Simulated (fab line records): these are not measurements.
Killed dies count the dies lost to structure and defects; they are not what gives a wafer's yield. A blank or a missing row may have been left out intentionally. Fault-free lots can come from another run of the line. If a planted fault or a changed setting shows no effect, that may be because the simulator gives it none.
Which tool was responsible?    flow sky130    14 lots with 42 wafers sampled at 4 steps, on a route of 708 steps

== WHAT EACH GAUGE READ, for each wafer ==
No reading from a measuring or inspecting step in the record can be judged against a usual standard deviation.

== WHAT TOOL EACH LOT RAN ON (gives the tool, then ch and the chambers of the sampled wafers, and finally the start) ==
lot   SKY_METAL1_SPUTTER_04         SKY_VIA1_ETCH_14                    SKY_VIA1_STRIP_16                     SKY_PAD_OPEN_DEVELOP_06
L369  pvd-sputter-03, day 32 02:16  rie-diel-03 ch 0,1,3, day 34 09:11  plasma-asher-04 ch 0,1, day 34 09:16  litho-track-01 ch 0, day 46 03:00
L370  pvd-sputter-02, day 32 15:38  rie-diel-04 ch 0,1,2, day 34 22:48  plasma-asher-04 ch 0,1, day 34 22:53  litho-track-03 ch 0, day 46 07:00
L372  pvd-sputter-02, day 32 22:43  rie-diel-03 ch 2,3, day 35 06:18    plasma-asher-01 ch 0,1, day 35 06:23  litho-track-02 ch 0, day 46 19:00
L374  pvd-sputter-01, day 33 22:21  rie-diel-01 ch 0,2,3, day 36 05:54  plasma-asher-04 ch 0,1, day 36 05:59  litho-track-03 ch 0, day 47 07:00
L380  pvd-sputter-02, day 35 15:27  rie-diel-03 ch 0,2,3, day 37 21:24  plasma-asher-01 ch 0,1, day 37 21:29  litho-track-03, day 48 14:00
L381  pvd-sputter-03, day 35 23:39  rie-diel-01 ch 0,1,3, day 38 04:25  plasma-asher-04 ch 0,1, day 38 04:30  litho-track-01, day 48 19:00
L383  pvd-sputter-03, day 36 19:25  rie-diel-03 ch 2,3, day 39 00:31    plasma-asher-02 ch 0,1, day 39 00:37  litho-track-02 ch 0, day 49 14:00
L384  pvd-sputter-01, day 37 01:56  rie-diel-01 ch 1,2,3, day 39 06:47  plasma-asher-01 ch 0,1, day 39 06:52  litho-track-03 ch 0, day 49 17:00
L385  pvd-sputter-01, day 37 15:30  rie-diel-04 ch 0,1, day 39 19:50    plasma-asher-01 ch 0,1, day 39 19:56  litho-track-03 ch 0, day 50 07:00
L386  pvd-sputter-02, day 37 17:20  rie-diel-03 ch 0,1,3, day 39 21:10  plasma-asher-04 ch 0, day 39 21:15    litho-track-02 ch 0, day 50 08:00
L387  pvd-sputter-01, day 37 17:35  rie-diel-04 ch 0,1,2, day 39 21:57  plasma-asher-02 ch 0,1, day 39 22:02  litho-track-03 ch 0, day 50 09:00
L388  pvd-sputter-02, day 38 00:14  rie-diel-03 ch 1,2, day 40 04:10    plasma-asher-01 ch 0,1, day 40 04:18  litho-track-03 ch 0, day 50 10:00
L389  pvd-sputter-01, day 38 09:06  rie-diel-03 ch 0,2, day 40 10:16    plasma-asher-02 ch 0,1, day 40 10:21  litho-track-02 ch 0, day 50 11:00
L390  pvd-sputter-03, day 38 16:45  rie-diel-04 ch 1,2,3, day 40 23:06  plasma-asher-04 ch 1, day 40 23:11    litho-track-02 ch 0, day 50 18:00
- SKY_METAL1_SPUTTER_04: material TiN, target thk 70 nm, time 58.3 s.
- SKY_VIA1_ETCH_14: etches BARC in N2/H2, stops on SiO2, time 45.9 s, target depth 60 nm.
- SKY_VIA1_STRIP_16: strips in O2/N2.
- SKY_PAD_OPEN_DEVELOP_06: develop time 60 s.

== AS READ BY THE TOOLS THEMSELVES (means over the sampled wafers that have a number; for cases with no such wafer, the mark the record gives instead) ==
SKY_METAL1_SPUTTER_04.
lot   tool            throttle-valve-pct (%)
L369  pvd-sputter-03  29.7
L370  pvd-sputter-02  30.1
L372  pvd-sputter-02  30.1
L374  pvd-sputter-01  30.1
L380  pvd-sputter-02  30.5
L381  pvd-sputter-03  29.5
L383  pvd-sputter-03  29.3
L384  pvd-sputter-01  30.1
L385  pvd-sputter-01  30.1
L386  pvd-sputter-02  30.7
L387  pvd-sputter-01  30.4
L388  pvd-sputter-02  30.3
L389  pvd-sputter-01  30.0
L390  pvd-sputter-03  29.9

SKY_VIA1_ETCH_14.
lot   tool         drypump-motor-current-A (A)  h2-flow-sccm (sccm)  oes-product-au (a.u.)  throttle-valve-pct (%)
L369  rie-diel-03  5.7                          200.9                0.850                  13.229
L370  rie-diel-04  5.6                          199.7                0.852                  13.230
L372  rie-diel-03  5.4                          200.0                0.853                  13.216
L374  rie-diel-01  6.4                          199.7                0.857                  13.222
L380  rie-diel-03  5.6                          199.9                0.853                  13.221
L381  rie-diel-01  5.9                          200.5                0.851                  13.218
L383  rie-diel-03  5.5                          199.5                0.852                  13.223
L384  rie-diel-01  6.1                          200.4                0.852                  13.226
L385  rie-diel-04  5.7                          199.4                0.857                  13.230
L386  rie-diel-03  5.7                          200.5                0.851                  13.225
L387  rie-diel-04  5.7                          200.2                0.858                  13.231
L388  rie-diel-03  5.8                          200.7                0.855                  13.218
L389  rie-diel-03  5.7                          200.1                0.856                  13.224
L390  rie-diel-04  5.4                          199.8                0.855                  13.230

SKY_VIA1_STRIP_16.
lot   tool             drypump-motor-current-A (A)  oes-product-au (a.u.)  strip-time-to-endpoint-s (s)
L369  plasma-asher-04  5.7                          0.414                  4.433
L370  plasma-asher-04  6.2                          0.416                  4.462
L372  plasma-asher-01  5.3                          0.420                  4.484
L374  plasma-asher-04  5.7                          0.412                  4.449
L380  plasma-asher-01  5.7                          0.412                  4.482
L381  plasma-asher-04  6.1                          0.415                  4.459
L383  plasma-asher-02  5.3                          0.417                  4.456
L384  plasma-asher-01  5.3                          0.416                  4.452
L385  plasma-asher-01  5.7                          0.414                  4.466
L386  plasma-asher-04  6.6                          0.416                  4.483
L387  plasma-asher-02  5.3                          0.417                  4.462
L388  plasma-asher-01  5.7                          0.410                  4.444
L389  plasma-asher-02  5.1                          0.411                  4.445
L390  plasma-asher-04  5.3                          0.419                  4.462

SKY_PAD_OPEN_DEVELOP_06.
lot   tool            chill-plate-temp-C (C)
L369  litho-track-01  22.84
L370  litho-track-03  23.00
L372  litho-track-02  22.90
L374  litho-track-03  23.13
L380  litho-track-03  -
L381  litho-track-01  -
L383  litho-track-02  23.07
L384  litho-track-03  23.00
L385  litho-track-03  22.90
L386  litho-track-02  23.08
L387  litho-track-03  22.96
L388  litho-track-03  23.16
L389  litho-track-02  23.03
L390  litho-track-02  23.04

== THE ANSWER, worked out from the rows above alone ==
Rule: what is usual is taken from the lots themselves. Put in order of their means at a reading, lots are off if they are a third of the lots or fewer, leave a main group of 4 or more, and stand apart from it by a gap of 3 or more times the standard deviation of the main group's means; of several such gaps the widest counts. Not used: any main group whose means are identical at the precision the tables above print for the reading. A lot without any number at a reading at which 4 lots or more have one is off too. The other lots that the step has rows for count as sound. After the gauges, taken in route order, come the tools' own readings; for these a lot's mean is taken, as printed above. At the first step where some lot is off, the reading lying furthest off is the one used; lots without a number count as furthest.
Off: L380, L381 (SKY_PAD_OPEN_DEVELOP_06, chill-plate-temp-C). Without a number there: L380, L381. Main group: mean 23.01 C, sd 0.092.
If a tool, at that step or one of the process steps before it, ran each lot that is off and ran no sound lot following the first of them, it fits. No candidate that was tried fits.

== WHAT THE SIMULATOR HAD PUT IN ==
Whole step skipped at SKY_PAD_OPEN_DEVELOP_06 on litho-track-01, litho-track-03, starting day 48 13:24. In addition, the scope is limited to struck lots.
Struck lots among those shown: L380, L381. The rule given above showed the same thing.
